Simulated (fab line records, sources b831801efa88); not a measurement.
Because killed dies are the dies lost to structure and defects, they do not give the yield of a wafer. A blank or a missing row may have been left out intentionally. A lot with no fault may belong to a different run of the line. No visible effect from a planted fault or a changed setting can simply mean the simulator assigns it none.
A struck lot beside a sound one + flow sky130 + 16 out of 708 route steps
Sound: wafers L458.1, L458.2, L458.6. Struck: wafers L463.4, L463.5 (left out: L463.3, a lot-mate that was not struck); the cause follows at the end.
Per side, at each step with rows, come the tool, then ch with its chambers, and then its first start. Under that, the readings that differ: sound wafers + struck wafers + difference of the means + sigmas: that difference in standard deviations of wafers without a fault.
alike: readings with means less than 2 such deviations apart, plus words and numbers identical on both sides. not compared: withheld readings, readings lacking a value on some wafer, bounds such as >300 that could conceal the same value, and numbers that have no deviation in the record and whose values overlap.
The two part at a step that has a row with sigmas, a row that says differs or no value, or rows on one side only. Non-overlapping numbers with no deviation appear without sigmas and do not part them. A reading that every wafer of one side lacks parts them only if that side has two wafers or more.

first, 9 steps without rows for these wafers: SKY_CAP2M_CLEAN_17 (cleans in O3/DIW); SKY_METAL4_DEHYDRATE_05 (time 60 s); SKY_METAL4_HMDS_06 (prime time 60 s); SKY_METAL4_COAT_07 (resist thk 60 nm); SKY_METAL4_COAT_08 (resist thk 1140 nm); SKY_METAL4_SOFTBAKE_09 (time 90 s); SKY_METAL4_EXPOSE_10 (exposes mask MM4, target cd 300 nm); SKY_METAL4_PEB_11; SKY_METAL4_DEVELOP_12 (develop time 60 s).
SKY_METAL4_CD_MEAS_13: target cd 300 nm.
  struck on cd sem-02, day 46 19:31; sound on cd sem-01, day 45 13:55
  alike: cd nm
SKY_METAL4_OVL_MEAS_14:
  struck on overlay-02, day 46 19:37; sound on overlay-01, day 45 14:02
  alike: METAL4_OVL
SKY_METAL4_DESCUM_15: chemistry O2, time 8 s.
  sound on rie metal-04 ch 0,1, day 45 14:04; struck on rie metal-02 ch 0, day 46 19:39
  alike: drypump motor current A, oes product au
  not compared: rf hours counter h
SKY_METAL4_ETCH_16: etches BARC in N2/H2, stops on SiO2, time 88.2 s, target depth 60 nm.
  sound on rie metal-04 ch 0,1, day 45 14:05; struck on rie metal-02 ch 0, day 46 19:42
| reading                                       | sound          | struck    | difference | sigmas |
|-----------------------------------------------|----------------|-----------|------------|--------|
| model.KrF-thick_of_METAL4_COAT_08.thk nm (nm) | 1080 1079 1080 | 1090 1093 | +12        |        |
  alike: bias w, drypump motor current A, oes product au, throttle valve pct
  not compared: rf hours counter h, model.METAL4.cd nm
SKY_METAL4_ETCH_17: etches SiO2 in C4F8/O2/Ar, stops on TiN, time 3.9 s, target depth 15 nm.
  sound on rie diel-01 ch 1,2,3, day 45 14:11; struck on rie diel-01 ch 2,3, day 46 19:46
  alike: bias w, oes product au
  not compared: rf hours counter h, model.METAL4.cd nm
SKY_METAL4_METAL_ETCH_18: etches the open film in Cl2/BCl3, stops on SiO2, target depth 845 nm, time 183.1 s.
  sound on rie metal-03 ch 0,1, day 45 14:13; struck on rie metal-04 ch 1, day 46 19:50
| reading                | sound                | struck        | difference | sigmas |
|------------------------|----------------------|---------------|------------|--------|
| throttle valve pct (%) | 22.263 22.241 22.253 | 22.271 22.275 | +0.021     | +2     |
  alike: bias w, drypump motor current A, oes product au
  not compared: rf hours counter h
-- the record jumps here: 3 days lie between the struck wafers' starts before and after (it left off in module METAL4 and takes up again in module PAD_OPEN, whose first step shown is number 708 of the route) --
SKY_PAD_OPEN_PROBE_99:
  struck on prober-02, day 50 05:23; sound on prober-01, day 49 03:15
| reading                  | sound          | struck    | difference | sigmas |
|--------------------------|----------------|-----------|------------|--------|
| defect limited yield (%) | 78.9 78.9 80.5 | 83.3 87.4 | +5.9       | +3     |
| killed at contacts       | 29 29 31       | 17 17     | -13        | -2     |
| killed dies              | 104 104 96     | 82 62     | -29        | -3     |
| killed open              | 62 54 51       | 40 28     | -22        | -3     |
| sort_bin_5_function (%)  | 13.2 10.4 11.2 | 9.3 7.5   | -3.2       | -2     |
| sort_bin_6_memory (%)    | 7.5 9.6 7.3    | 6.1 5.1   | -2.5       | -2     |
| sort n pass              | 388 388 396    | 410 430   | +29        | +3     |
| sort yield pct (%)       | 78.9 78.9 80.5 | 83.3 87.4 | +5.9       | +3     |
  alike: killed_at_M0_to_M3, killed_at_M4_up, killed at front end, killed at other, killed short, sort_bin_3_pad_short

## WHERE THEY PART
At SKY_METAL4_METAL_ETCH_18 first; at SKY_PAD_OPEN_PROBE_99 last (within this record only).

WHY: the cause the simulator had injected
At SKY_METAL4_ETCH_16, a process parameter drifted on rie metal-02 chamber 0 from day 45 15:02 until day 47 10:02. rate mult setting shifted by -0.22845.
